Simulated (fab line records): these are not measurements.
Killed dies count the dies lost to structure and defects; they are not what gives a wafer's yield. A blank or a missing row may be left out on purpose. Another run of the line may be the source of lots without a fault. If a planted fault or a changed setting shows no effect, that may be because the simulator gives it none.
Which tool is to blame? | flow gf180mcu | 11 lots with 33 wafers sampled at 6 steps, on a route of 602 steps

## WHAT THE GAUGES SHOWED, per wafer
GF_V4_THK_MEAS_03.
lot  | measured     | on            | V4_CVD_02_THK (nm)
L380 | day 23 15:16 | film-metro-01 | 850 860 868
L381 | day 24 00:26 | film-metro-02 | 838 844 850
L382 | day 24 08:18 | film-metro-01 | 831 860 856
L386 | day 25 09:18 | film-metro-03 | 1112 853 852 1112 853 852
L387 | day 25 22:19 | film-metro-03 | 857 1128 863 857 1128 864
L393 | day 27 17:50 | film-metro-02 | 854 863 861
L394 | day 28 01:44 | film-metro-01 | 831 839 842
L395 | day 28 10:20 | film-metro-03 | 841 856 846
L401 | day 30 02:10 | film-metro-03 | 847 866 850
L402 | day 30 04:25 | film-metro-01 | 840 845 839
L403 | day 30 12:47 | film-metro-02 | 851 843 848

GF_V4_THK_MEAS_25: measures by xrf.
lot  | measured     | on            | V4_W_THK (nm)
L380 | day 24 14:26 | film-metro-01 | 364 360 363
L381 | day 24 23:52 | film-metro-02 | 355 354 355
L382 | day 25 08:26 | film-metro-01 | 365 372 364
L386 | day 26 08:24 | film-metro-03 | 361 363 363
L387 | day 26 20:24 | film-metro-03 | 368 364 366
L393 | day 28 15:35 | film-metro-03 | 372 366 367
L394 | day 28 22:21 | film-metro-01 | 368 364 372
L395 | day 29 07:07 | film-metro-02 | 368 367 367
L401 | day 30 22:03 | film-metro-03 | 367 366 362
L402 | day 30 23:56 | film-metro-03 | 357 355 359
L403 | day 31 07:51 | film-metro-01 | 371 375 374

## EACH LOT AND THE TOOL THAT RAN IT (in order: tool; ch and the chambers of the sampled wafers; start)
lot  | GF_M3_METAL_ETCH_16               | GF_V3_CVD_23                  | GF_V4_CVD_02                    | GF_V4_CMP_04
L380 | rie-metal-04 ch 0,1, day 21 13:38 | cvd-w-02 ch 0,1, day 22 14:50 | pecvd-04 ch 0,1, day 23 15:11   | cmp-02 ch 0,1,2, day 23 15:28
L381 | rie-metal-03 ch 0,1, day 21 22:48 | cvd-w-02 ch 0,1, day 23 00:00 | pecvd-04 ch 0,1, day 24 00:22   | cmp-01 ch 0,1,2, day 24 00:29
L382 | rie-metal-01 ch 0,1, day 22 07:17 | cvd-w-01 ch 0,1, day 23 08:14 | pecvd-04 ch 0,1, day 24 08:14   | cmp-01 ch 1,2,3, day 24 08:25
L386 | rie-metal-03 ch 0,1, day 23 09:21 | cvd-w-02 ch 0,1, day 24 09:44 | pecvd-04 ch 0,1,2, day 25 09:14 | cmp-02 ch 1,2,3, day 25 13:59
L387 | rie-metal-01 ch 1, day 23 22:44   | cvd-w-02 ch 1, day 24 23:04   | pecvd-04 ch 0,2, day 25 22:15   | cmp-01 ch 1,2,3, day 26 02:08
L393 | rie-metal-04 ch 0, day 25 19:14   | cvd-w-01 ch 0,1, day 26 18:53 | pecvd-02 ch 0,2, day 27 17:45   | cmp-01 ch 0,1, day 27 17:53
L394 | rie-metal-03 ch 0,1, day 26 04:41 | cvd-w-02 ch 0,1, day 27 03:25 | pecvd-03 ch 0,1,2, day 28 01:40 | cmp-01 ch 0,1,3, day 28 01:50
L395 | rie-metal-01 ch 0,1, day 26 13:27 | cvd-w-02 ch 0,1, day 27 12:12 | pecvd-03 ch 0,2, day 28 10:16   | cmp-02 ch 0,2,3, day 28 10:29
L401 | rie-metal-03 ch 0,1, day 28 08:14 | cvd-w-01 ch 1, day 29 05:44   | pecvd-04 ch 0,1,2, day 30 02:05 | cmp-01 ch 0,2, day 30 02:16
L402 | rie-metal-03 ch 1, day 28 10:36   | cvd-w-02 ch 0,1, day 29 08:02 | pecvd-04 ch 0,1, day 30 04:21   | cmp-02 ch 1,2,3, day 30 04:35
L403 | rie-metal-03 ch 1, day 28 19:29   | cvd-w-01 ch 0,1, day 29 16:34 | pecvd-04 ch 0,1,2, day 30 12:43 | cmp-02 ch 0,2, day 30 12:51
- GF_M3_METAL_ETCH_16: etches the open film in Cl2/BCl3, stops on SiO2, target depth 627.5 nm, time 104.6 s.
- GF_V3_CVD_23: deposits W, target thk 350 nm, time 104.9 s.
- GF_V4_CVD_02: deposits SiO2 from TEOS, target thk 850 nm, time 94.851 s.
- GF_V4_CMP_04: polishes SiO2.

## WHAT THE TOOLS THEMSELVES READ (means of the sampled wafers that have a number; where no wafer has one, the mark that the record gives instead)
GF_M3_METAL_ETCH_16.
lot  | tool         | drypump-motor-current-A (A) | oes-product-au (a.u.) | throttle-valve-pct (%)
L380 | rie-metal-04 | 6.1                         | 0.978                 | 28.246
L381 | rie-metal-03 | 6.1                         | 0.975                 | 28.243
L382 | rie-metal-01 | 5.9                         | 0.975                 | 28.236
L386 | rie-metal-03 | 5.7                         | 0.972                 | 28.251
L387 | rie-metal-01 | 5.9                         | 0.971                 | 28.253
L393 | rie-metal-04 | 6.4                         | 0.967                 | 28.254
L394 | rie-metal-03 | 6.1                         | 0.975                 | 28.244
L395 | rie-metal-01 | 5.9                         | 0.979                 | 28.245
L401 | rie-metal-03 | 5.6                         | 0.966                 | 28.265
L402 | rie-metal-03 | 5.1                         | 0.963                 | 28.260
L403 | rie-metal-03 | 5.1                         | 0.967                 | 28.260

GF_V3_CVD_23.
lot  | tool     | heater-power-w (W)
L380 | cvd-w-02 | 812
L381 | cvd-w-02 | 798
L382 | cvd-w-01 | 697
L386 | cvd-w-02 | 801
L387 | cvd-w-02 | 775
L393 | cvd-w-01 | 703
L394 | cvd-w-02 | 825
L395 | cvd-w-02 | 832
L401 | cvd-w-01 | 723
L402 | cvd-w-02 | 807
L403 | cvd-w-01 | 714

GF_V4_CVD_02.
lot  | tool     | heater-power-w (W)
L380 | pecvd-04 | 570
L381 | pecvd-04 | 648
L382 | pecvd-04 | 551
L386 | pecvd-04 | 565
L387 | pecvd-04 | 648
L393 | pecvd-02 | 632
L394 | pecvd-03 | 590
L395 | pecvd-03 | 532
L401 | pecvd-04 | 572
L402 | pecvd-04 | 555
L403 | pecvd-04 | 597

GF_V4_CMP_04.
lot  | tool   | motor-current-A (A) | retaining-ring-pressure-frac | time-to-endpoint-s (s)
L380 | cmp-02 | 11.8                | 1.001                        | 87
L381 | cmp-01 | 11.7                | 1.000                        | 79
L382 | cmp-01 | 12.0                | 1.000                        | 81
L386 | cmp-02 | 12.1                | 1.000                        | 115
L387 | cmp-01 | 11.8                | 0.999                        | 112
L393 | cmp-01 | 11.2                | 0.999                        | 80
L394 | cmp-01 | 11.3                | 1.001                        | 72
L395 | cmp-02 | 12.0                | 0.998                        | 83
L401 | cmp-01 | 11.3                | 1.000                        | 83
L402 | cmp-02 | 12.2                | 1.003                        | 77
L403 | cmp-02 | 11.8                | 1.003                        | 82

## THE ANSWER, worked out from the rows above alone
Rule: what is usual is taken from the lots themselves. Put in order of their means at a reading, lots are off if they are a third of the lots or fewer, leave a main group of 4 or more, and stand apart from it by a gap of 3 or more times the standard deviation of the main group's means; of several such gaps the widest counts. The tables above print the reading to a certain number of digits; a main group whose means all agree to those digits is not used. A lot without any number at a reading at which 4 lots or more have one is off too. All remaining lots with rows at the step are treated as sound. Order of review: gauges by route order, followed by the tools' own readings, for which a lot's mean as printed above is used. The first step at which some lot is off is used, and at that step the reading that is off furthest; a lot without a number counts as furthest.
Off: at GF_V4_THK_MEAS_03 (V4_CVD_02_THK), L386, L387. The main group has a mean of 849 nm with a standard deviation of 7.2.
A tool fits if, at a process step before that reading, it ran every lot that is off, and no sound lot after the first of them. Not tried: the gauges at GF_V4_THK_MEAS_03; whatever is off there is also off at GF_V4_CMP_04, on other tools, and gauge error can't account for it. None of those tried fits.

## WHAT THE SIMULATOR HAD INSERTED
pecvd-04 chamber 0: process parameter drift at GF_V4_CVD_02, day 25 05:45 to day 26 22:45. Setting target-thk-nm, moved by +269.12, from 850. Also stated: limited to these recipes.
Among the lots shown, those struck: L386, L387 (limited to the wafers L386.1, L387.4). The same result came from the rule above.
